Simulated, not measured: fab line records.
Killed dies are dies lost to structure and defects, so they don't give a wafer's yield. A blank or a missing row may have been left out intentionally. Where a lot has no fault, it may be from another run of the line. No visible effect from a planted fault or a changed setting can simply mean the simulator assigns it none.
fab line records	flow sky130
record: lots: 14	wafers: 42	lastDay: 50
route steps=708 shown GATE_OXIDE@192 CONTACT@421 METAL1@440 PAD_OPEN@708
lots that met no fault: from a run of the same line without faults
startH: the number of hours between the record's first day and the start of the first shown wafer of the lot	waitH: time in hours since the lot's previous step	" as in the row above	L1.1+2: a single row standing in for several wafers	- value missing, or start not given	* or withheld: withheld	< > ~ a bound
route shown NAME@n: names a module that has steps shown in the file, with the first one's number in the route	usual: the fault-free wafers' mean and standard deviation	same: alike in all rows	chamber/n: place in a boat	sites: each site's reading	_std_site: their standard deviation	_edge_site: mean of outer sites minus mean of inner sites	radiusMm: how far each site lies from the wafer's centre	mask NAME#n: copy n	behind: the most recent tool/chamber to have shaped the wafer	hold: why the lot went on hold/how many hours it stayed there/how the hold came to an end	device: the n, p or np transistor that did not switch	end of line: the route-end tests of the same wafers	a step given without rows: its recipe and nothing more	killed: at the first sort, the dies lost to defects and structure; wafer yield is something else	map: shows each die of a wafer: x if killed, . if not, _ if none is there
set.NAME: the setting the step ran with; set.NAME@STEP: the setting that earlier step ran with	model.NAME: the simulator's own value behind a step, which no gauge read
route steps across a sampled set of lots; one table per step, one row per wafer
services: from which hour (startH, from the record's first day; less than 0 if before it) a tool's chamber was out of use, for how many hours, and why
== steps ==
step: SKY_GATE_OXIDE_COAT_05
recipe: resist: NOVOLAK	spinRpm: 3000	resistThkNm: 1140
usual: chillPlateTempC: 23.01/0.093	dispensePressureKPa: 49.8/2.7
lot.wafer	tool	chamber	startH	waitH	chillPlateTempC	dispensePressureKPa
L666.2	lithoTrack-04	0	296.08	0.1	22.94	51.9
L666.5	"	0	"	"	23.09	51.9
L666.6	"	0	"	"	23.11	51.9
L667.3	lithoTrack-01	0	314.37	0.1	23.16	46.4
L667.5	"	0	"	"	23.05	46.4
L667.6	"	0	"	"	23.09	46.4
L668.2	lithoTrack-04	0	314.43	0.1	22.78	52.0
L668.3	"	0	"	"	23.01	52.0
L668.5	"	0	"	"	23.04	51.9
L669.2	lithoTrack-03	0	322.97	0.1	22.95	51.7
L669.3	"	0	"	"	22.96	51.7
L669.4	"	0	"	"	22.97	51.8
L673.1	lithoTrack-03	-	351.24	0.1	-	-
L673.2	"	-	"	"	-	-
L673.5	"	-	"	"	-	-
L674.1	lithoTrack-04	-	359.51	0.1	-	-
L674.5	"	-	"	"	-	-
L674.6	"	-	"	"	-	-
L680.1	lithoTrack-04	0	420.30	0.1	22.90	52.0
L680.3	"	0	"	"	22.99	52.0
L680.4	"	0	"	"	23.04	52.0
L681.2	lithoTrack-03	0	429.67	0.1	23.00	51.8
L681.3	"	0	"	"	22.93	51.8
L681.4	"	0	"	"	23.08	51.8
L683.2	lithoTrack-01	0	441.05	0.1	23.02	46.4
L683.3	"	0	"	"	23.03	46.4
L683.5	"	0	"	"	23.00	46.4
L684.1	lithoTrack-01	0	448.77	0.1	22.96	46.4
L684.3	"	0	"	"	23.00	46.4
L684.5	"	0	"	"	22.90	46.4
L686.1	lithoTrack-03	0	465.14	0.1	22.86	51.8
L686.5	"	0	"	"	22.99	51.7
L686.6	"	0	"	"	22.97	51.7
L687.1	lithoTrack-01	0	474.87	0.1	22.95	46.4
L687.4	"	0	"	"	23.08	46.4
L687.5	"	0	"	"	23.12	46.4
L688.1	lithoTrack-01	0	480.02	0.1	22.97	46.4
L688.2	"	0	"	"	23.10	46.4
L688.5	"	0	"	"	22.92	46.4
L689.3	lithoTrack-04	0	488.20	0.1	23.00	52.0
L689.5	"	0	"	"	23.17	52.0
L689.6	"	0	"	"	22.84	52.0
step: SKY_GATE_OXIDE_OVL_MEAS_10
usual: GATE_OXIDE_OVL: -0.7/1.3
lot.wafer	tool	chamber	startH	waitH	GATE_OXIDE_OVL[nm]
L666.2	overlay-02	-	309.11	0.1	-0.3
L666.5	"	-	"	"	-0.2
L666.6	"	-	"	"	-0.4
L667.3	overlay-01	-	327.53	0.1	0.5
L667.5	"	-	"	"	-1.4
L667.6	"	-	"	"	-1.2
L668.2	overlay-01	-	328.05	0.1	-3.0
L668.3	"	-	"	"	-0.2
L668.5	"	-	"	"	-2.8
L669.2	overlay-01	-	336.25	0.1	-2.5
L669.3	"	-	"	"	-0.6
L669.4	"	-	"	"	-0.6
L673.1	overlay-02	-	364.77	0.1	-
L673.2	"	-	"	"	-
L673.5	"	-	"	"	-
L674.1	overlay-02	-	373.52	0.1	-
L674.5	"	-	"	"	-
L674.6	"	-	"	"	-
L680.1	overlay-01	-	435.87	0.1	-1.3
L680.3	"	-	"	"	-1.0
L680.4	"	-	"	"	0.3
L681.2	overlay-01	-	445.00	0.1	2.2
L681.3	"	-	"	"	2.6
L681.4	"	-	"	"	2.0
L683.2	overlay-01	-	456.63	0.1	-1.7
L683.3	"	-	"	"	-2.1
L683.5	"	-	"	"	-1.9
L684.1	overlay-01	-	464.40	0.1	-1.4
L684.3	"	-	"	"	-1.0
L684.5	"	-	"	"	0.1
L686.1	overlay-01	-	480.24	0.1	0.3
L686.5	"	-	"	"	-1.6
L686.6	"	-	"	"	-0.5
L687.1	overlay-02	-	491.14	0.1	-0.2
L687.4	"	-	"	"	-2.8
L687.5	"	-	"	"	-1.7
L688.1	overlay-01	-	495.10	0.1	0.6
L688.2	"	-	"	"	3.0
L688.5	"	-	"	"	-0.6
L689.3	overlay-01	-	503.72	0.1	-0.4
L689.5	"	-	"	"	-1.2
L689.6	"	-	"	"	-1.0
step: SKY_CONTACT_OVL_MEAS_15
usual: CONTACT_OVL: 0/5.6
lot.wafer	tool	chamber	startH	waitH	CONTACT_OVL[nm]
L666.2	overlay-02	-	733.78	0.1	-4
L666.5	"	-	"	"	7
L666.6	"	-	"	"	-5
L667.3	overlay-01	-	752.22	0.1	5
L667.5	"	-	"	"	5
L667.6	"	-	"	"	-2
L668.2	overlay-02	-	755.62	0.1	-1
L668.3	"	-	"	"	3
L668.5	"	-	"	"	1
L669.2	overlay-02	-	760.37	0.1	-2
L669.3	"	-	"	"	0
L669.4	"	-	"	"	-6
L680.1	overlay-01	-	852.46	0.1	5
L680.3	"	-	"	"	0
L680.4	"	-	"	"	9
L681.2	overlay-02	-	861.15	0.1	-5
L681.3	"	-	"	"	-2
L681.4	"	-	"	"	-1
L683.2	overlay-01	-	868.82	0.1	-4
L683.3	"	-	"	"	-5
L683.5	"	-	"	"	-4
L684.1	overlay-02	-	874.69	0.1	-3
L684.3	"	-	"	"	-13
L684.5	"	-	"	"	-11
L686.1	overlay-01	-	891.84	0.1	0
L686.5	"	-	"	"	2
L686.6	"	-	"	"	9
L687.1	overlay-01	-	895.18	0.1	-7
L687.4	"	-	"	"	3
L687.5	"	-	"	"	0
L688.1	overlay-01	-	901.86	0.1	0
L688.2	"	-	"	"	6
L688.5	"	-	"	"	-1
L689.3	overlay-01	-	906.77	0.1	7
L689.5	"	-	"	"	0
L689.6	"	-	"	"	5
step: SKY_METAL1_THK_MEAS_06
recipe: thkMeasGauge: xrf	reads: AlCu_of_METAL1_SPUTTER_02
usual: METAL1_ALCU_THK: 252/3.4
lot.wafer	tool	chamber	startH	waitH	METAL1_ALCU_THK[nm]
L666.2	filmMetro-04	-	735.49	0.1	256
L666.5	"	-	"	"	256
L666.6	"	-	"	"	255
L667.3	filmMetro-03	-	753.90	0.1	251
L667.5	"	-	"	"	253
L667.6	"	-	"	"	247
L668.2	filmMetro-03	-	757.29	0.1	255
L668.3	"	-	"	"	256
L668.5	"	-	"	"	253
L669.2	filmMetro-03	-	762.04	0.1	251
L669.3	"	-	"	"	251
L669.4	"	-	"	"	248
L680.1	filmMetro-02	-	854.21	0.1	254
L680.3	"	-	"	"	251
L680.4	"	-	"	"	258
L681.2	filmMetro-02	-	862.82	0.1	251
L681.3	"	-	"	"	253
L681.4	"	-	"	"	257
L683.2	filmMetro-03	-	870.49	0.1	246
L683.3	"	-	"	"	256
L683.5	"	-	"	"	253
L684.1	filmMetro-02	-	876.36	0.1	245
L684.3	"	-	"	"	251
L684.5	"	-	"	"	244
L686.1	filmMetro-03	-	893.56	0.1	256
L686.5	"	-	"	"	256
L686.6	"	-	"	"	258
L687.1	filmMetro-03	-	896.88	0.1	253
L687.4	"	-	"	"	258
L687.5	"	-	"	"	252
L688.1	filmMetro-02	-	903.53	0.1	250
L688.2	"	-	"	"	246
L688.5	"	-	"	"	246
L689.3	filmMetro-03	-	908.45	0.1	251
L689.5	"	-	"	"	252
L689.6	"	-	"	"	254
step: SKY_METAL1_OVL_MEAS_16
usual: METAL1_OVL: 1/5.6
lot.wafer	tool	chamber	startH	waitH	METAL1_OVL[nm]
L666.2	overlay-01	-	763.40	0.1	1
L666.5	"	-	"	"	-2
L666.6	"	-	"	"	-7
L667.3	overlay-02	-	780.74	0.1	5
L667.5	"	-	"	"	-1
L667.6	"	-	"	"	8
L668.2	overlay-02	-	783.83	0.1	3
L668.3	"	-	"	"	2
L668.5	"	-	"	"	4
L669.2	overlay-01	-	788.78	0.1	1
L669.3	"	-	"	"	8
L669.4	"	-	"	"	-4
L680.1	overlay-02	-	880.08	0.1	-8
L680.3	"	-	"	"	-6
L680.4	"	-	"	"	-5
L681.2	overlay-01	-	888.68	0.1	7
L681.3	"	-	"	"	3
L681.4	"	-	"	"	8
L683.2	overlay-02	-	896.73	0.1	-13
L683.3	"	-	"	"	-9
L683.5	"	-	"	"	-7
L684.1	overlay-02	-	901.98	0.1	5
L684.3	"	-	"	"	4
L684.5	"	-	"	"	4
L686.1	overlay-01	-	918.94	0.1	3
L686.5	"	-	"	"	-2
L686.6	"	-	"	"	2
L687.1	overlay-02	-	921.99	0.1	8
L687.4	"	-	"	"	10
L687.5	"	-	"	"	4
L688.1	overlay-02	-	928.59	0.1	0
L688.2	"	-	"	"	4
L688.5	"	-	"	"	2
L689.3	overlay-02	-	934.26	0.1	8
L689.5	"	-	"	"	6
L689.6	"	-	"	"	-3
step: SKY_PAD_OPEN_PROBE_99
usual: killed_at_M0_to_M3: 43/7.6	killed_at_M4_up: 2.9/1.7	killedAtContacts: 24/5.5	killedAtFrontEnd: 15/4.2	killedAtOther: 0.3/0.52	killedDies: 86/9.4	killedOnRim: 17/4	killedOpen: 47/7	killedShort: 39/6.4
same: grossDies: 492	killedAtBackSide: 0
lot.wafer	tool	chamber	startH	waitH	killed_at_M0_to_M3	killed_at_M4_up	killedAtContacts	killedAtFrontEnd	killedAtOther	killedDies	killedOnRim	killedOpen	killedShort
L673.1	prober-01	-	1120.98	0.1	53	1	15	422	1	492	96	41	44
L673.2	prober-01	-	1121.03	0.1	37	3	14	437	1	492	96	29	45
L673.5	prober-01	-	1121.18	0.2	48	2	27	414	1	492	96	52	35
L674.1	prober-02	-	1122.48	0.1	36	7	21	428	0	492	96	45	36
L674.5	prober-02	-	1122.68	0.2	43	2	36	409	2	492	96	51	47
L674.6	prober-02	-	1122.73	0.2	38	2	27	425	0	492	96	35	44
killed by level:class
L673.1 GATE_OXIDE:areaExpose=406 METAL2:geometricParticle:short=9 METAL1:geometricParticle:short=7 CONTACT:geometricParticle:open=6 VIA1:geometricParticle:open=6 VIA2:geometricParticle:open=6 VIA2:geometricParticle:short=6 FIELD_ISO:geometricParticle:open=5
L673.2 GATE_OXIDE:areaExpose=417 VIA1:geometricParticle:open=9 FIELD_ISO:geometricParticle:short=7 VIA1:geometricParticle:short=7 LOCAL_INTERCONNECT:geometricParticle:short=6 FIELD_ISO:geometricParticle:open=4 POLY_GATE:geometricParticle:short=4 METAL1:geometricParticle:short=4
L673.5 GATE_OXIDE:areaExpose=404 VIA1:geometricParticle:open=19 CONTACT:geometricParticle:open=7 LI_CONTACT:geometricParticle:open=6 LI_CONTACT:geometricParticle:short=5 VIA2:geometricParticle:open=5 LOCAL_INTERCONNECT:geometricParticle:short=5 METAL1:geometricParticle:short=5
L674.1 GATE_OXIDE:areaExpose=411 VIA1:geometricParticle:open=9 LI_CONTACT:geometricParticle:open=8 FIELD_ISO:geometricParticle:short=5 VIA3:geometricParticle:open=5 CONTACT:geometricParticle:open=5 VIA2:geometricParticle:open=4 POLY_GATE:geometricParticle:short=4
L674.5 GATE_OXIDE:areaExpose=393 CONTACT:geometricParticle:open=14 VIA2:geometricParticle:open=8 LI_CONTACT:geometricParticle:open=7 CONTACT:geometricParticle:short=7 LOCAL_INTERCONNECT:geometricParticle:short=6 METAL1:geometricParticle:short=6 VIA1:geometricParticle:short=6
L674.6 GATE_OXIDE:areaExpose=412 CONTACT:geometricParticle:open=8 LI_CONTACT:geometricParticle:open=8 VIA1:geometricParticle:short=7 LI_CONTACT:geometricParticle:short=6 METAL2:geometricParticle:short=6 VIA2:geometricParticle:short=5 VIA1:geometricParticle:open=4
== services ==
tool	chamber	startH	hours	kind
lithoTrack-04	-	371.28	-	consumableReplace:filter
== key ==
firstSign: step: SKY_GATE_OXIDE_COAT_05	reading: toolRecord	direction: missing
effect: step: SKY_GATE_OXIDE_OVL_MEAS_10	reading: GATE_OXIDE_OVL	direction: missing
effect: step: SKY_PAD_OPEN_PROBE_99	reading: killedAtFrontEnd	direction: up	sigmas: 97	usual: 15	struck: 422
moreKillsBornAt: SKY_GATE_OXIDE_EXPOSE_07@ilineStepper-02: 2443
metAt SKY_GATE_OXIDE_COAT_05
struckLots L673,L674
laterRowsLeftOut L673.1,L673.2,L673.5,L674.1,L674.5,L674.6
testerLeftOut L673,L674
notActingAt SKY_CONTACT_OVL_MEAS_15,SKY_METAL1_THK_MEAS_06,SKY_METAL1_OVL_MEAS_16
onsetBetween 322.97 351.24
fault: kind: skippedStepWhole	tool: lithoTrack-03,lithoTrack-04	chamber: -	onsetH: 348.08	steps: SKY_GATE_OXIDE_COAT_05	scope: struckLotsOnly
testerLeftOut: of these lots the tester's yield and bins aren't shown, on N5 and GAA mostly nor the transistor test; their killed dies are dies lost to structure and defects alone, not to doping, threshold or leakage, so they don't give the yield
laterRowsLeftOut: the simulator's readings of these wafers behind a module that went badly wrong aren't trusted and aren't shown, but for the sort
